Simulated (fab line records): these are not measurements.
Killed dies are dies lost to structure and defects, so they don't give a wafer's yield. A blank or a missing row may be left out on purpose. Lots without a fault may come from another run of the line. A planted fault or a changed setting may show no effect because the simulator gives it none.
Struck lot and sound lot, side by side ; flow sky130 ; 14 out of 708 route steps
Sound: the wafers L242.1, L242.3, L242.5. The struck wafers were L253.3, L253.4, L253.5. The cause comes at the end.
Order at every step that has rows: each side's tool, ch and its chambers, its first start. Under that, the readings that differ: sound wafers ; struck wafers ; difference of the means ; sigmas: that difference in standard deviations of wafers without a fault.
alike: same words and numbers on both sides, and readings whose means sit less than 2 such deviations apart. not compared: any withheld reading, any reading some wafer has no value for, any bound like >300 that may hide the same value, and any number with overlapping values for which the record gives no deviation.
Wherever a step has rows on one side only, a row that says differs or no value, or a row with sigmas, the two part there. When numbers do not overlap yet have no deviation, they are printed without sigmas and do not part them. Lack of a reading on every wafer of one side parts them only where that side has two or more wafers.

first, 1 step without rows for these wafers: SKY_CAPM_DEVELOP_11 (develop time 60 s).
SKY_CAPM_OVL_MEAS_12:
  sound on overlay-02, day 41 22:51; struck on overlay-01, day 44 15:46
  alike: CAPM_OVL
SKY_CAPM_METAL_ETCH_13: etches TiN in Cl2/BCl3, stops on SiO2, target depth 220 nm, time 62.9 s.
  sound on rieMetal-01 ch 0,1, day 41 22:53; struck on rieMetal-03 ch 0,1, day 44 15:50
reading;sound;struck;difference;sigmas
oesProductAu (a.u.);0.958 0.965 0.972;0.934 0.949 0.942;-0.023;-3
throttleValvePct (%);21.874 21.874 21.886;21.906 21.890 21.912;+0.025;+3
  alike: bcl3FlowSccm, drypumpMotorCurrentA, mfcCl2Sccm
  not compared: rfHoursCounterH
SKY_CAPM_STRIP_14: strips in O2/N2.
  sound on plasmaAsher-02 ch 0,1, day 41 22:58; struck on plasmaAsher-01 ch 0,1, day 44 15:56
  alike: drypumpMotorCurrentA, oesProductAu, stripTimeToEndpointS
  not compared: rfHoursCounterH
then, 8 steps without rows for these wafers: SKY_CAPM_STRIP_15 (strips in post etch residue remover, time 1200 s); SKY_CAPM_CLEAN_16 (cleans in IPA, time 180 s); SKY_CAPM_CLEAN_17 (cleans in O3/DIW); SKY_METAL3_DEHYDRATE_05 (time 60 s); SKY_METAL3_HMDS_06 (prime time 60 s); SKY_METAL3_COAT_07 (resist thk 60 nm); SKY_METAL3_COAT_08 (resist thk 1140 nm); SKY_METAL3_SOFTBAKE_09 (time 90 s).
SKY_METAL3_EXPOSE_10: exposes mask MM3, target cd 300 nm.
  struck on krfScanner-01, day 45 04:18; sound on krfScanner-02 ch 0, day 42 12:15
  no value came back on the struck wafers for exposureDoseMJCm2, focusOffsetNm (nm), reticleTempC (C); on the sound wafers exposureDoseMJCm2 reads 28.19 28.21 28.24
  alike: mask
after that, 1 step had no rows for these wafers: SKY_METAL3_PEB_11.

## WHERE THEY PART
Last at SKY_METAL3_EXPOSE_10 as far as this record goes, first at SKY_CAPM_METAL_ETCH_13.

WHY: what the simulator had put in
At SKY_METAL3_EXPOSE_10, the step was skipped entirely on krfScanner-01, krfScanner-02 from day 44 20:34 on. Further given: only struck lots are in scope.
